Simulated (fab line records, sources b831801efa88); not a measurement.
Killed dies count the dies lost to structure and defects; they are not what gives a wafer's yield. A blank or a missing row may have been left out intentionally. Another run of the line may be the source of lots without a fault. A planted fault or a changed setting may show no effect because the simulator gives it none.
A sampling plan put to the test | flow gf180mcu | one fab line, 15 faults that these records tell of, each judged on the records of the lots that it struck
What counts as the plan is the set of the line's own looks, namely the steps on the route at which a gauge or an inspection reads a wafer and does not change it. A look is open to judgement when struck wafers have a number at it and the file gives its usual mean and standard deviation on fault-free wafers. Caught: the struck wafers' mean, at a look after the fault's first step, is 4 or more of those standard deviations (sigma) away from the usual mean. On the tool: the test repeated on the tool's own readings taken at the fault's steps. A different recipe on the struck wafers counts as caught too, as does a record blank only for those wafers.

THE FAULTS, as the simulator had put them in
1. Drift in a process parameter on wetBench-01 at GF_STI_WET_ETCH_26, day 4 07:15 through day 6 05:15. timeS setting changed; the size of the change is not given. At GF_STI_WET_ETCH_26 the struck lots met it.
2. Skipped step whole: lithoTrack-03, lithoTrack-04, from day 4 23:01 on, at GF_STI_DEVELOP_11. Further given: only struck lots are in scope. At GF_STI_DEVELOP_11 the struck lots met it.
3. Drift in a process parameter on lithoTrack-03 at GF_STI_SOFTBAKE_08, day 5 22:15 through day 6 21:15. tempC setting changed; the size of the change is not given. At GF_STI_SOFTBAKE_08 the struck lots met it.
4. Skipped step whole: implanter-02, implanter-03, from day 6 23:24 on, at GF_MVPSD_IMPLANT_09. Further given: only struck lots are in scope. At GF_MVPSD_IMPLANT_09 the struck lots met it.
5. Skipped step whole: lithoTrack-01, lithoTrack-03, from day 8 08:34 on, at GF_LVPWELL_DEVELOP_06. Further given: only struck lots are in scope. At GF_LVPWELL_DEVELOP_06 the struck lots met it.
6. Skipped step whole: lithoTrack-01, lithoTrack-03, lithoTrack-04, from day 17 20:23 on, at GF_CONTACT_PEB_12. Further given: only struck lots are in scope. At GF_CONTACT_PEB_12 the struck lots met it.
7. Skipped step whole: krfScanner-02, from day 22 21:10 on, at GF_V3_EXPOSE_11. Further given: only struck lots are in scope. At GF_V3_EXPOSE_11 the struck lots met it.
8. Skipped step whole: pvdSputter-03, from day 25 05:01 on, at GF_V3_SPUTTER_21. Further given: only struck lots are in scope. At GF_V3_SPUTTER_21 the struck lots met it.
9. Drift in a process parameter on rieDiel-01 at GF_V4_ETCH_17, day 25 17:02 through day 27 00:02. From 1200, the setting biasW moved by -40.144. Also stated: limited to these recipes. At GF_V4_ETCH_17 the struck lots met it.
10. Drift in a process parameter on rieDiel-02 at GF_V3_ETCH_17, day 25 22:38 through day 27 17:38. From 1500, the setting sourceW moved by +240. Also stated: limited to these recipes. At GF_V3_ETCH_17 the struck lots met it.
11. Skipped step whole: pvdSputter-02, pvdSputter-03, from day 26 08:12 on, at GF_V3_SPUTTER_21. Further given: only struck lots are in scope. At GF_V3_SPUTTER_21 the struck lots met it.
12. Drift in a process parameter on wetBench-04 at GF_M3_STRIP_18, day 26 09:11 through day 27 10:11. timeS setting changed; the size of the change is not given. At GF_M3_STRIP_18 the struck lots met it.
13. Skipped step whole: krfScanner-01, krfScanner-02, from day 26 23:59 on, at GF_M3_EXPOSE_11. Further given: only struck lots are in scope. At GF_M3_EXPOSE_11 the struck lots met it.
14. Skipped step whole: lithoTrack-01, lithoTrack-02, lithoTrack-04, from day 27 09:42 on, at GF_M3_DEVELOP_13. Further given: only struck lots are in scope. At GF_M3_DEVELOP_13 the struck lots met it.
15. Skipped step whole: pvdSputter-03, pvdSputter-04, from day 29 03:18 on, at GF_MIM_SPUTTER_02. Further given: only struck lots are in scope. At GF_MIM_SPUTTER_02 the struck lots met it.

WHAT THE PLAN SAW
fault | on the tool itself                               | first look that catches it                   | reading, sigma | median hours from its first step to that look | hours from the fault's start to the first struck lot there | judged looks passed uncaught
1     | runLengthS +4.2 sigma                            | no look after it can be judged               | -              | -                                             | -                                                          | 0
2     | the tool's record is blank for the struck wafers | no look after it can be judged               | -              | -                                             | -                                                          | 0
3     | heaterPowerTotalW +40 sigma                      | GF_STI_CD_MEAS_12                            | cdNm -4.8      | 7.3                                           | 12                                                         | 0
4     | the tool's record is blank for the struck wafers | GF_MVPSD_TW_MEAS_11                          | MVPSD_TW -10   | 0.2                                           | 4                                                          | 0
5     | the tool's record is blank for the struck wafers | not the one look that can be judged after it | -              | -                                             | -                                                          | 1
6     | the tool's record is blank for the struck wafers | no look after it can be judged               | -              | -                                             | -                                                          | 0
7     | no reading that can be judged                    | no look after it can be judged               | -              | -                                             | -                                                          | 0
8     | the tool's record is blank for the struck wafers | no look after it can be judged               | -              | -                                             | -                                                          | 0
9     | biasW -11 sigma                                  | no look after it can be judged               | -              | -                                             | -                                                          | 0
10    | rfFwdPowerW +46 sigma                            | no look after it can be judged               | -              | -                                             | -                                                          | 0
11    | the tool's record is blank for the struck wafers | no look after it can be judged               | -              | -                                             | -                                                          | 0
12    | runLengthS -99 or beyond sigma                   | not the one look that can be judged after it | -              | -                                             | -                                                          | 1
13    | no reading that can be judged                    | no look after it can be judged               | -              | -                                             | -                                                          | 0
14    | the tool's record is blank for the struck wafers | no look after it can be judged               | -              | -                                             | -                                                          | 0
15    | the tool's record is blank for the struck wafers | no look after it can be judged               | -              | -                                             | -                                                          | 0
A dash: this means the fault isn't caught or the number doesn't appear in these records.

Caught at a look: 2 of 15. Caught on the tool: 13 of 15. By one or the other: 13 of 15.
Faults 1, 2, 5, 6, 8, 9, 10, 11, 12, 14, 15 were caught on the tool alone.
Caught by neither: faults 7, 13.

THINNER SAMPLING
In the worst case, this is how late the first struck lot would be measured if the look that catches a fault measured only every second or every third lot, by lot number:
fault | struck lots at that look, in order of time | every lot | every second lot | every third lot
3     | L100, L101, L102                           | 12 h      | 17 h             | 20 h
4     | L544, L545                                 | 4 h       | 7 h              | may miss all 2
The hour figures run from when the fault began to the first measured lot among those it struck. The test against the limit of 4 sigma pooled every struck wafer, which means one lot taken alone may stay below that limit. Other struck lots may not be in these records.

THE LONGEST TIMED WAY FROM STEP TO LOOK
Fault 3: the median time between GF_STI_SOFTBAKE_08 and GF_STI_CD_MEAS_12 is 7.3 hours. No look between them can be judged.
